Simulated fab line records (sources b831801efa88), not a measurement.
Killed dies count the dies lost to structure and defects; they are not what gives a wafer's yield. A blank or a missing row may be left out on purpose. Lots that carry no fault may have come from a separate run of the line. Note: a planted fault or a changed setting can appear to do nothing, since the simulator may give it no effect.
fab line records	flow sky130
record lots=14	wafers=42	lastDay=50
route steps=708 shown SONOS_TUNNEL@166 GATE_OXIDE@201 POLY_GATE@235 LDD_N@248 PAD_OPEN@708
lots with no fault: from the same line, run without faults
startH: hours from the record's opening day to when the first of the lot's shown wafers began	waitH: hours from the lot's prior step to this one	" identical to the entry in the row above	L1.1+2: a single row standing in for several wafers	- no value present, or no start provided	* or withheld: withheld	< > ~ a bound
route shown NAME@n: names a module that has steps shown in the file, with the first one's number in the route	usual: mean/standard deviation of fault-free wafers	same: alike in all rows	chamber/n: place in a boat	sites: the reading at each site	_std_site: how widely they spread, as a standard deviation	_edge_site: outer sites' mean less inner sites'	radiusMm: how far each site lies from the wafer's centre	mask NAME#n: copy n	behind: tool/chamber where the wafer was last shaped	hold: reason for holding the lot/hours on hold/outcome of the hold	device: names the non-switching transistor (n, p or np)	end of line: at the end of the route, the tests of the same wafers	for a step that has no rows: nothing shown but its recipe	killed: dies that structure and defects cost at the first sort, which is not the same as the wafer's yield	map: a wafer's dies, marking killed ones x, the rest . and places with no die _
set.NAME: the run value of the setting; set.NAME@STEP: its run value at that earlier step	model.NAME: the simulator's own value behind a step, which no gauge read
the route's steps for a sample of lots (tables are steps, rows are wafers)
services: when a tool's chamber went out of use (startH, in hours from the record's first day, below 0 if earlier), for how many hours, and the reason
## steps
# step SKY_SONOS_TUNNEL_TW_MEAS_12
# usual SONOS_TUNNEL_TW=195.7/1.4
lot.wafer	tool	chamber	startH	waitH	SONOS_TUNNEL_TW
L688.1	filmMetro-04	-	280.75	0.0	194.7
L688.2	"	-	"	"	194.8
L688.3	"	-	"	"	194.7
L689.1	filmMetro-04	-	284.95	0.0	194.9
L689.3	"	-	"	"	195.0
L689.6	"	-	"	"	195.0
L690.3	filmMetro-04	-	296.71	0.0	194.7
L690.5	"	-	"	"	195.1
L690.6	"	-	"	"	195.6
L692.2	filmMetro-02	-	302.63	0.0	196.6
L692.4	"	-	"	"	197.4
L692.6	"	-	"	"	197.4
L693.1	filmMetro-04	-	313.27	0.0	195.5
L693.2	"	-	"	"	195.0
L693.3	"	-	"	"	195.1
L694.1	filmMetro-01	-	317.89	0.0	192.6
L694.4	"	-	"	"	193.1
L694.5	"	-	"	"	193.4
L695.2	filmMetro-02	-	329.57	0.0	196.9
L695.4	"	-	"	"	197.7
L695.5	"	-	"	"	195.5
L696.3	filmMetro-02	-	335.10	0.0	196.3
L696.4	"	-	"	"	196.6
L696.5	"	-	"	"	196.6
L697.1	filmMetro-01	-	342.98	0.0	194.9
L697.2	"	-	"	"	194.4
L697.4	"	-	"	"	193.6
L698.4	filmMetro-02	-	349.30	0.0	196.2
L698.5	"	-	"	"	196.7
L698.6	"	-	"	"	195.4
L699.1	filmMetro-02	-	356.32	0.0	196.7
L699.5	"	-	"	"	197.6
L699.6	"	-	"	"	197.8
L702.1	filmMetro-04	-	375.99	0.0	195.4
L702.3	"	-	"	"	195.0
L702.5	"	-	"	"	195.2
L703.2	filmMetro-02	-	386.21	0.0	195.9
L703.3	"	-	"	"	196.4
L703.4	"	-	"	"	197.1
L707.1	filmMetro-01	-	429.60	0.0	193.3
L707.3	"	-	"	"	195.0
L707.5	"	-	"	"	195.9
# step SKY_GATE_OXIDE_TW_MEAS_14
# usual GATE_OXIDE_TW=223.5/2
lot.wafer	tool	chamber	startH	waitH	GATE_OXIDE_TW
L688.1	filmMetro-03	-	340.64	0.1	224.0
L688.2	"	-	"	"	224.4
L688.3	"	-	"	"	224.8
L689.1	filmMetro-02	-	343.10	0.1	223.1
L689.3	"	-	"	"	224.2
L689.6	"	-	"	"	223.5
L690.3	filmMetro-02	-	360.06	0.1	223.1
L690.5	"	-	"	"	224.5
L690.6	"	-	"	"	222.9
L692.2	filmMetro-03	-	369.63	0.1	226.5
L692.4	"	-	"	"	225.2
L692.6	"	-	"	"	225.7
L693.1	filmMetro-04	-	374.86	0.1	222.7
L693.2	"	-	"	"	221.2
L693.3	"	-	"	"	221.8
L694.1	filmMetro-02	-	380.66	0.1	222.8
L694.4	"	-	"	"	222.5
L694.5	"	-	"	"	222.7
L695.2	filmMetro-03	-	391.81	0.1	227.0
L695.4	"	-	"	"	225.2
L695.5	"	-	"	"	225.3
L696.3	filmMetro-03	-	396.63	0.1	225.8
L696.4	"	-	"	"	226.4
L696.5	"	-	"	"	226.5
L697.1	filmMetro-04	-	406.65	0.1	220.9
L697.2	"	-	"	"	221.7
L697.4	"	-	"	"	221.9
L698.4	filmMetro-03	-	416.87	0.1	226.1
L698.5	"	-	"	"	226.0
L698.6	"	-	"	"	224.9
L699.1	filmMetro-04	-	425.80	0.1	220.2
L699.5	"	-	"	"	220.7
L699.6	"	-	"	"	221.6
L702.1	filmMetro-03	-	448.80	0.1	224.7
L702.3	"	-	"	"	225.1
L702.5	"	-	"	"	223.0
L703.2	filmMetro-02	-	462.37	0.1	222.3
L703.3	"	-	"	"	222.8
L703.4	"	-	"	"	222.4
L707.1	filmMetro-03	-	500.06	0.1	226.7
L707.3	"	-	"	"	225.1
L707.5	"	-	"	"	225.3
# step SKY_POLY_GATE_THK_MEAS_21
# recipe reads=SiO2_of_POLY_GATE_OXIDATION_20
# usual POLY_GATE_OXIDATION_THK=3.99/0.066
lot.wafer	tool	chamber	startH	waitH	POLY_GATE_OXIDATION_THK[nm]
L688.1	filmMetro-03	-	405.68	0.0	3.93
L688.2	"	-	"	"	3.94
L688.3	"	-	"	"	3.93
L689.1	filmMetro-03	-	411.46	0.0	4.08
L689.3	"	-	"	"	4.02
L689.6	"	-	"	"	4.10
L690.3	filmMetro-03	-	426.88	0.0	4.00
L690.5	"	-	"	"	4.02
L690.6	"	-	"	"	4.00
L692.2	filmMetro-02	-	435.03	0.0	4.13
L692.4	"	-	"	"	4.06
L692.6	"	-	"	"	4.08
L693.1	filmMetro-01	-	440.63	0.0	4.01
L693.2	"	-	"	"	4.03
L693.3	"	-	"	"	4.03
L694.1	filmMetro-03	-	453.19	0.0	4.09
L694.4	"	-	"	"	4.04
L694.5	"	-	"	"	3.98
L695.2	filmMetro-01	-	466.77	0.0	4.06
L695.4	"	-	"	"	4.06
L695.5	"	-	"	"	4.02
L696.3	filmMetro-02	-	466.79	0.0	4.00
L696.4	"	-	"	"	4.03
L696.5	"	-	"	"	3.98
L697.1	filmMetro-01	-	480.11	0.0	4.08
L697.2	"	-	"	"	4.08
L697.4	"	-	"	"	4.03
L698.4	filmMetro-02	-	488.53	0.0	3.94
L698.5	"	-	"	"	3.97
L698.6	"	-	"	"	3.91
L699.1	filmMetro-03	-	495.60	0.0	3.98
L699.5	"	-	"	"	3.93
L699.6	"	-	"	"	3.94
L702.1	filmMetro-01	-	515.89	0.0	4.01
L702.3	"	-	"	"	4.03
L702.5	"	-	"	"	4.09
L703.2	filmMetro-01	-	530.36	0.0	4.12
L703.3	"	-	"	"	4.00
L703.4	"	-	"	"	4.09
L707.1	filmMetro-02	-	566.49	0.0	3.93
L707.3	"	-	"	"	3.86
L707.5	"	-	"	"	3.88
# step SKY_LDD_N_IMPLANT_11
# recipe species=As	energyKev=20	doseCm2=7.5e+13	tiltDeg=withheld	rotationDeg=293
# usual beamEnergyKeV=20.000/0.0065
lot.wafer	tool	chamber	startH	waitH	beamEnergyKeV
L688.1	implanter-01	0	436.05	0.1	20.006
L688.2	"	0	"	"	20.002
L688.3	"	0	"	"	19.998
L689.1	implanter-03	0	442.10	0.1	20.007
L689.3	"	0	"	"	20.008
L689.6	"	0	"	"	20.005
L690.3	implanter-01	0	458.17	0.1	20.000
L690.5	"	0	"	"	20.007
L690.6	"	0	"	"	20.000
L692.2	implanter-03	0	465.83	0.1	19.991
L692.4	"	0	"	"	20.004
L692.6	"	0	"	"	20.011
L693.1	implanter-02	0	471.41	0.1	20.004
L693.2	"	0	"	"	20.001
L693.3	"	0	"	"	19.993
L694.1	implanter-03	0	483.60	0.1	20.004
L694.4	"	0	"	"	20.002
L694.5	"	0	"	"	20.007
L695.2	implanter-02	0	497.32	0.1	20.010
L695.4	"	0	"	"	20.001
L695.5	"	0	"	"	20.021
L696.3	implanter-03	0	497.55	0.1	20.005
L696.4	"	0	"	"	20.002
L696.5	"	0	"	"	20.001
L697.1	implanter-03	0	511.50	0.1	19.987
L697.2	"	0	"	"	19.995
L697.4	"	0	"	"	20.000
L698.4	implanter-02	0	519.32	0.1	19.991
L698.5	"	0	"	"	19.996
L698.6	"	0	"	"	19.995
L699.1	implanter-03	0	526.25	0.1	19.984
L699.5	"	0	"	"	19.991
L699.6	"	0	"	"	19.990
L702.1	implanter-02	0	545.80	0.1	19.548
L702.3	"	0	"	"	19.549
L702.5	"	0	"	"	19.542
L703.2	implanter-02	0	560.62	0.1	19.548
L703.3	"	0	"	"	19.553
L703.4	"	0	"	"	19.554
L707.1	implanter-03	0	596.35	0.1	20.003
L707.3	"	0	"	"	20.004
L707.5	"	0	"	"	19.996
# step SKY_PAD_OPEN_PROBE_99
# usual killed_at_M0_to_M3=43/6.6	killed_at_M4_up=3.0/1.8	killedAtContacts=24/5.1	killedAtFrontEnd=16/4.5	killedAtOther=0.3/0.67	killedDies=86/9.3	killedOpen=47/6.9	killedShort=39/6.6
# same grossDies=492	killedAtBackSide=0
lot.wafer	tool	chamber	startH	waitH	killed_at_M0_to_M3	killed_at_M4_up	killedAtContacts	killedAtFrontEnd	killedAtOther	killedDies	killedOpen	killedShort
L689.1	prober-02	-	1103.62	0.1	39	6	24	14	1	84	42	41
L689.3	prober-02	-	1103.72	0.2	40	6	17	14	0	77	41	35
L689.6	prober-02	-	1103.87	0.2	32	2	29	22	4	89	43	43
L690.3	prober-02	-	1110.68	0.2	54	2	16	11	1	84	35	49
L690.5	prober-02	-	1110.78	0.2	53	1	23	15	0	92	51	41
L690.6	prober-02	-	1110.83	0.2	49	4	17	11	0	81	40	40
L695.2	prober-02	-	1134.74	0.1	38	1	20	18	0	77	36	40
L695.4	prober-02	-	1134.84	0.2	26	7	23	14	0	70	39	31
L695.5	prober-02	-	1134.89	0.2	52	3	25	17	0	97	57	39
L696.3	prober-01	-	1137.45	0.2	54	2	20	13	0	89	49	40
L696.4	prober-01	-	1137.50	0.2	44	2	23	11	0	80	48	31
L698.4	prober-01	-	1149.54	0.2	49	4	28	18	0	99	45	54
L698.5	prober-01	-	1149.59	0.2	38	2	21	16	0	77	43	34
L698.6	prober-01	-	1149.64	0.2	39	3	22	21	0	85	44	41
L702.1	prober-01	-	1167.04	0.1	32	6	23	21	0	82	43	37
L702.3	prober-01	-	1167.14	0.2	40	5	26	17	1	89	58	29
L702.5	prober-01	-	1167.24	0.2	39	4	39	15	1	98	59	37
L703.2	prober-02	-	1175.03	0.1	57	4	26	15	0	102	53	49
L703.3	prober-02	-	1175.08	0.2	31	5	25	22	0	83	38	45
L703.4	prober-02	-	1175.13	0.2	34	3	23	7	0	67	34	33
L707.1	prober-01	-	1193.39	0.1	48	2	23	12	0	85	51	34
L707.3	prober-01	-	1193.49	0.2	49	4	23	21	0	97	41	53
L707.5	prober-01	-	1193.59	0.2	54	1	16	27	2	100	58	42
# killed by level:class
L689.1 LI_CONTACT:geometricParticle:open=9 VIA1:geometricParticle:open=9 CONTACT:geometricParticle:open=7 METAL2:geometricParticle:short=7 METAL4:geometricParticle:short=5 POLY_GATE:geometricParticle:open=4 POLY_GATE:geometricParticle:short=4 METAL1:geometricParticle:short=4
L689.3 VIA1:geometricParticle:open=10 METAL1:geometricParticle:short=8 CONTACT:geometricParticle:open=8 FIELD_ISO:geometricParticle:short=7 VIA3:geometricParticle:open=5 POLY_GATE:geometricParticle:open=4 LOCAL_INTERCONNECT:geometricParticle:short=4 VIA2:geometricParticle:open=4
L689.6 LI_CONTACT:geometricParticle:open=8 CONTACT:geometricParticle:open=8 LOCAL_INTERCONNECT:geometricParticle:short=7 FIELD_ISO:geometricParticle:open=6 FIELD_ISO:geometricParticle:short=6 VIA2:geometricParticle:short=6 CONTACT:geometricParticle:short=5 POLY_GATE:geometricParticle:open=4
L690.3 VIA1:geometricParticle:open=9 VIA3:geometricParticle:open=9 METAL2:geometricParticle:short=9 METAL1:geometricParticle:short=8 VIA1:geometricParticle:short=8 LOCAL_INTERCONNECT:geometricParticle:short=7 FIELD_ISO:geometricParticle:short=5 LI_CONTACT:geometricParticle:open=4
L690.5 VIA1:geometricParticle:open=12 LOCAL_INTERCONNECT:geometricParticle:short=9 VIA3:geometricParticle:open=9 CONTACT:geometricParticle:open=8 METAL1:geometricParticle:short=8 VIA1:geometricParticle:short=5 VIA2:geometricParticle:open=5 FIELD_ISO:geometricParticle:open=4
L690.6 VIA1:geometricParticle:open=13 VIA3:geometricParticle:open=6 VIA1:geometricParticle:short=6 METAL2:geometricParticle:short=5 VIA3:geometricParticle:short=5 LI_CONTACT:geometricParticle:open=4 LOCAL_INTERCONNECT:geometricParticle:short=4 METAL4:geometricParticle:short=4
L695.2 CONTACT:geometricParticle:open=8 VIA1:geometricParticle:open=7 POLY_GATE:geometricParticle:short=6 LI_CONTACT:geometricParticle:open=5 METAL1:geometricParticle:short=5 VIA3:geometricParticle:open=5 FIELD_ISO:geometricParticle:short=4 METAL2:geometricParticle:short=4
L695.4 VIA1:geometricParticle:open=10 CONTACT:geometricParticle:open=9 FIELD_ISO:geometricParticle:open=6 LI_CONTACT:geometricParticle:open=6 METAL2:geometricParticle:short=5 CONTACT:geometricParticle:short=4 METAL1:geometricParticle:short=4 POLY_GATE:geometricParticle:short=3
L695.5 VIA1:geometricParticle:open=17 CONTACT:geometricParticle:open=8 VIA2:geometricParticle:open=8 VIA3:geometricParticle:open=7 LI_CONTACT:geometricParticle:open=5 CONTACT:geometricParticle:short=5 VIA1:geometricParticle:short=5 METAL1:geometricParticle:short=4
L696.3 CONTACT:geometricParticle:open=12 VIA1:geometricParticle:open=11 VIA2:geometricParticle:open=11 METAL2:geometricParticle:short=8 VIA1:geometricParticle:short=7 VIA3:geometricParticle:open=6 FIELD_ISO:geometricParticle:short=4 LI_CONTACT:geometricParticle:short=3
L696.4 CONTACT:geometricParticle:open=11 VIA1:geometricParticle:open=10 METAL2:geometricParticle:short=9 VIA2:geometricParticle:open=9 LI_CONTACT:geometricParticle:open=7 FIELD_ISO:geometricParticle:open=3 LI_CONTACT:geometricParticle:short=3 VIA2:geometricParticle:short=3
L698.4 CONTACT:geometricParticle:open=12 METAL2:geometricParticle:short=8 VIA2:geometricParticle:open=8 FIELD_ISO:geometricParticle:short=7 VIA2:geometricParticle:short=7 METAL1:geometricParticle:short=6 VIA1:geometricParticle:open=6 LI_CONTACT:geometricParticle:open=5
L698.5 CONTACT:geometricParticle:open=8 VIA2:geometricParticle:open=8 VIA3:geometricParticle:open=7 POLY_GATE:geometricParticle:short=6 VIA2:geometricParticle:short=6 CONTACT:geometricParticle:short=5 POLY_GATE:geometricParticle:open=4 LI_CONTACT:geometricParticle:open=4
L698.6 VIA1:geometricParticle:open=9 POLY_GATE:geometricParticle:open=6 CONTACT:geometricParticle:open=6 VIA2:geometricParticle:short=6 FIELD_ISO:geometricParticle:open=5 POLY_GATE:geometricParticle:short=5 METAL2:geometricParticle:short=5 VIA3:geometricParticle:open=5
L702.1 POLY_GATE:geometricParticle:short=8 LI_CONTACT:geometricParticle:open=8 CONTACT:geometricParticle:open=7 METAL1:geometricParticle:short=7 POLY_GATE:geometricParticle:open=6 VIA1:geometricParticle:open=6 VIA2:geometricParticle:open=6 FIELD_ISO:geometricParticle:open=5
L702.3 VIA1:geometricParticle:open=13 CONTACT:geometricParticle:open=11 FIELD_ISO:geometricParticle:open=8 LI_CONTACT:geometricParticle:open=7 VIA2:geometricParticle:open=7 VIA3:geometricParticle:open=5 FIELD_ISO:geometricParticle:short=4 LOCAL_INTERCONNECT:geometricParticle:short=4
L702.5 LI_CONTACT:geometricParticle:open=15 CONTACT:geometricParticle:open=12 VIA1:geometricParticle:open=9 LOCAL_INTERCONNECT:geometricParticle:short=6 METAL2:geometricParticle:short=6 FIELD_ISO:geometricParticle:open=5 VIA1:geometricParticle:short=5 VIA2:geometricParticle:open=5
L703.2 VIA1:geometricParticle:open=16 CONTACT:geometricParticle:open=9 VIA3:geometricParticle:open=8 METAL1:geometricParticle:short=7 METAL2:geometricParticle:short=6 LI_CONTACT:geometricParticle:open=5 CONTACT:geometricParticle:short=5 METAL3:geometricParticle:short=5
L703.3 POLY_GATE:geometricParticle:short=8 VIA1:geometricParticle:open=8 LI_CONTACT:geometricParticle:open=7 CONTACT:geometricParticle:short=5 CONTACT:geometricParticle:open=5 METAL1:geometricParticle:short=5 FIELD_ISO:geometricParticle:short=4 LI_CONTACT:geometricParticle:short=4
L703.4 LI_CONTACT:geometricParticle:open=7 CONTACT:geometricParticle:short=6 VIA2:geometricParticle:open=6 LOCAL_INTERCONNECT:geometricParticle:short=5 VIA3:geometricParticle:open=5 METAL1:geometricParticle:short=5 VIA1:geometricParticle:open=5 CONTACT:geometricParticle:open=4
L707.1 VIA1:geometricParticle:open=13 CONTACT:geometricParticle:open=12 METAL2:geometricParticle:short=6 LI_CONTACT:geometricParticle:open=6 VIA3:geometricParticle:open=5 VIA1:geometricParticle:short=5 METAL3:geometricParticle:short=5 FIELD_ISO:geometricParticle:open=4
L707.3 METAL2:geometricParticle:short=10 VIA1:geometricParticle:open=8 CONTACT:geometricParticle:open=6 VIA3:geometricParticle:open=6 VIA2:geometricParticle:open=6 POLY_GATE:geometricParticle:open=5 VIA2:geometricParticle:short=5 LI_CONTACT:geometricParticle:short=5
L707.5 VIA3:geometricParticle:open=11 VIA2:geometricParticle:open=10 VIA1:geometricParticle:open=10 VIA3:geometricParticle:short=8 FIELD_ISO:geometricParticle:open=6 POLY_GATE:geometricParticle:short=6 POLY_GATE:geometricParticle:open=5 LI_CONTACT:geometricParticle:open=5
## services
tool	chamber	startH	hours	kind
implanter-03	-	439.04	1.3	repair
implanter-02	-	454.38	13.7	pm
implanter-01	-	484.08	1.9	repair
implanter-03	-	487.36	4.8	pm
## key
firstSign step=SKY_LDD_N_IMPLANT_11	reading=beamEnergyKeV	direction=down	sigmas=69	usual=*	struck=*
effect none on later readings
metAt SKY_LDD_N_IMPLANT_11
struckLots L702,L703
testerLeftOut L702,L703
notActingAt SKY_SONOS_TUNNEL_TW_MEAS_12,SKY_GATE_OXIDE_TW_MEAS_14,SKY_POLY_GATE_THK_MEAS_21
onsetBetween 519.32 545.80
fault kind=processParameterDrift	tool=implanter-02	chamber=-	onsetH=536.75	steps=SKY_LDD_N_IMPLANT_11	channel=energyKev	offset=*	shape=step	endH=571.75	actsIn=*	stated=*
# testerLeftOut: of these lots the tester's yield and bins aren't shown, on N5 and GAA mostly nor the transistor test; their killed dies are dies lost to structure and defects alone, not to doping, threshold or leakage, so they don't give the yield
